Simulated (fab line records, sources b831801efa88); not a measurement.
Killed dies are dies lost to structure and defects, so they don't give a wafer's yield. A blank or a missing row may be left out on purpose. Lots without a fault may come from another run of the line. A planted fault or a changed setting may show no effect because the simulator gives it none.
A struck lot beside a sound one | flow sky130 | 35 steps out of a route of 708
Sound: wafers L113.4, L113.5, L113.6. Struck: wafers L119.2, L119.3, L119.5. The cause comes at the end.
At each step with rows: each side's tool, then ch and its chambers, then its first start. Under that, the readings that differ: sound wafers | struck wafers | difference of the means | sigmas: that difference in standard deviations of wafers without a fault.
alike: readings whose means differ by less than 2 such deviations, and words and numbers that are the same on both sides. not compared: withheld readings, readings that some wafer has no value for, bounds like >300 that may hide the same value, and numbers for which the record gives no deviation and whose values overlap.
The two part at a step that has a row with sigmas, a row that says differs or no value, or rows on one side only. Numbers that don't overlap but have no deviation are shown without sigmas and don't part them. A reading that every wafer of one side lacks parts them only if that side has two wafers or more.

first, 4 steps without rows for these wafers: SKY_METAL5_SOFTBAKE_10 (time 60 s); SKY_METAL5_EXPOSE_11 (exposes mask MM5, target cd 1600 nm); SKY_METAL5_PEB_12; SKY_METAL5_DEVELOP_13 (develop time 60 s).
SKY_METAL5_DESCUM_14: chemistry O2, time 11 s.
  sound on rie_metal-03 ch 0,1, day 44 22:28; struck on rie_metal-04 ch 0,1, day 46 07:53
  alike: drypump_motor_current_A, oes_product_au
  not compared: rf_hours_counter_h
SKY_METAL5_METAL_ETCH_15: etches the open film in Cl2/BCl3, stops on SiO2, target depth 1260 nm, time 252 s.
  sound on rie_metal-03 ch 0,1, day 44 22:34; struck on rie_metal-04 ch 0,1, day 46 07:55
  alike: drypump_motor_current_A, oes_product_au, throttle_valve_pct
  not compared: rf_hours_counter_h
SKY_METAL5_STRIP_16: strips in O2/N2.
  sound on plasma_asher-01 ch 0,1, day 44 22:45; struck on plasma_asher-04 ch 0,1, day 46 08:09
  alike: drypump_motor_current_A, oes_product_au, strip_time_to_endpoint_s
  not compared: rf_hours_counter_h
then, 3 steps without rows for these wafers: SKY_METAL5_STRIP_17 (strips in post etch residue remover, time 1200 s); SKY_METAL5_CLEAN_18 (cleans in IPA, time 180 s); SKY_METAL5_CLEAN_19 (cleans in O3/DIW).
SKY_PASSIVATION_CVD_00: deposits SiO2, target thk 90 nm.
  sound on pecvd-02 ch 0,1,2, day 44 23:20; struck on pecvd-04 ch 0,1, day 46 08:50
  alike: heater_power_w
SKY_PASSIVATION_THK_MEAS_01:
  sound on film_metro-01, day 44 23:22; struck on film_metro-04, day 46 08:52
  alike: PASSIVATION_CVD_00_THK
SKY_PASSIVATION_CVD_02: deposits Si3N4, target thk 540 nm.
  sound on pecvd-04 ch 0,1,2, day 44 23:31; struck on pecvd-03 ch 0,2, day 46 08:55
  reading                                       | sound           | struck            | difference | sigmas
  model.Si3N4_of_PASSIVATION_CVD_02.thk_nm (nm) | 547.2 546.6 539 | 490.6 491.2 499.1 | -50.6      |
  alike: heater_power_w
SKY_PASSIVATION_THK_MEAS_03:
  sound on film_metro-04, day 44 23:39; struck on film_metro-04, day 46 09:09
  reading                     | sound       | struck      | difference | sigmas
  PASSIVATION_CVD_02_THK (nm) | 547 547 539 | 491 491 499 | -51        | -8
then, 7 steps without rows for these wafers: SKY_PASSIVATION_DEHYDRATE_04 (time 60 s); SKY_PASSIVATION_HMDS_05 (prime time 60 s); SKY_PASSIVATION_COAT_06 (resist thk 3000 nm); SKY_PASSIVATION_SOFTBAKE_07; SKY_PASSIVATION_EXPOSE_08 (exposes mask NSM, target cd 3000 nm); SKY_PASSIVATION_PEB_09; SKY_PASSIVATION_DEVELOP_10 (develop time 60 s).
SKY_PASSIVATION_ETCH_11: etches the open film in CF4/O2, stops on AlCu, target depth 725 nm, time 161.1 s.
  sound on rie_diel-04 ch 0,2,3, day 45 21:00; struck on rie_diel-01 ch 0,1,3, day 47 04:09
  reading                                 | sound             | struck            | difference | sigmas
  oes_product_au (a.u.)                   | 0.983 0.976 0.985 | 0.936 0.940 0.945 | -0.041     | -6
  throttle_valve_pct (%)                  | 5.970 5.969 5.977 | 5.958 5.934 5.964 | -0.020     | -2
  model.etch.depth_nm (nm)                | 712.8 711.1 704.4 | 654.3 655 664.2   | -51.6      |
  model.PASSIVATION.feature_depth_nm (nm) | 712.8 711.1 704.4 | 654.3 655 664.2   | -51.6      |
  alike: drypump_motor_current_A
  not compared: rf_hours_counter_h
then, 8 steps without rows for these wafers: SKY_PASSIVATION_STRIP_12 (strips in O2/N2); SKY_PAD_OPEN_DEHYDRATE_00 (time 60 s); SKY_PAD_OPEN_HMDS_01 (prime time 60 s); SKY_PAD_OPEN_COAT_02 (resist thk 3000 nm); SKY_PAD_OPEN_SOFTBAKE_03; SKY_PAD_OPEN_EXPOSE_04 (exposes mask PDM, target cd 60000 nm); SKY_PAD_OPEN_PEB_05; SKY_PAD_OPEN_DEVELOP_06 (develop time 60 s).
SKY_PAD_OPEN_ETCH_07: etches the open film in CF4/O2, stops on AlCu, target depth 725 nm, time 161.1 s.
  sound on rie_diel-03 ch 1,2,3, day 46 17:03; struck on rie_diel-04 ch 0,1, day 47 23:23
  reading                              | sound             | struck            | difference | sigmas
  drypump_motor_current_A (A)          | 6.2 5.7 6.0       | 5.1 4.8 4.8       | -1.1       | -2
  oes_product_au (a.u.)                | 0.979 0.982 0.979 | 0.935 0.931 0.946 | -0.043     | -7
  model.etch.depth_nm (nm)             | 712.8 711.1 704.4 | 654.3 655 664.2   | -51.6      |
  model.PAD_OPEN.feature_depth_nm (nm) | 712.8 711.1 704.4 | 654.3 655 664.2   | -51.6      |
  alike: throttle_valve_pct
  not compared: rf_hours_counter_h
SKY_PAD_OPEN_STRIP_08: strips in O2/N2.
  sound on plasma_asher-02 ch 0,1, day 46 17:11; struck on plasma_asher-03 ch 0, day 47 23:30
  alike: drypump_motor_current_A, oes_product_au, strip_time_to_endpoint_s
  not compared: rf_hours_counter_h
SKY_PAD_OPEN_STRIP_09: strips in post etch residue remover, time 1200 s.
  sound on wet_bench-03 ch 2, day 46 17:16; struck on wet_bench-04 ch 2, day 47 23:36
  reading                                       | sound             | struck            | difference | sigmas
  model.Si3N4_of_PASSIVATION_CVD_02.thk_nm (nm) | 546.9 546.3 538.6 | 490.2 490.9 498.7 | -50.7      |
  alike: bath_guard_temp_C
then, 2 steps without rows for these wafers: SKY_PAD_OPEN_CLEAN_10 (cleans in IPA, time 180 s); SKY_PAD_OPEN_PROBE_99.

WHERE THEY PART
First at SKY_PASSIVATION_THK_MEAS_03; last, within this record, at SKY_PAD_OPEN_ETCH_07. Later steps at which nothing parts them and some readings are alike: SKY_PAD_OPEN_STRIP_08, SKY_PAD_OPEN_STRIP_09.

WHY: what the simulator had put in
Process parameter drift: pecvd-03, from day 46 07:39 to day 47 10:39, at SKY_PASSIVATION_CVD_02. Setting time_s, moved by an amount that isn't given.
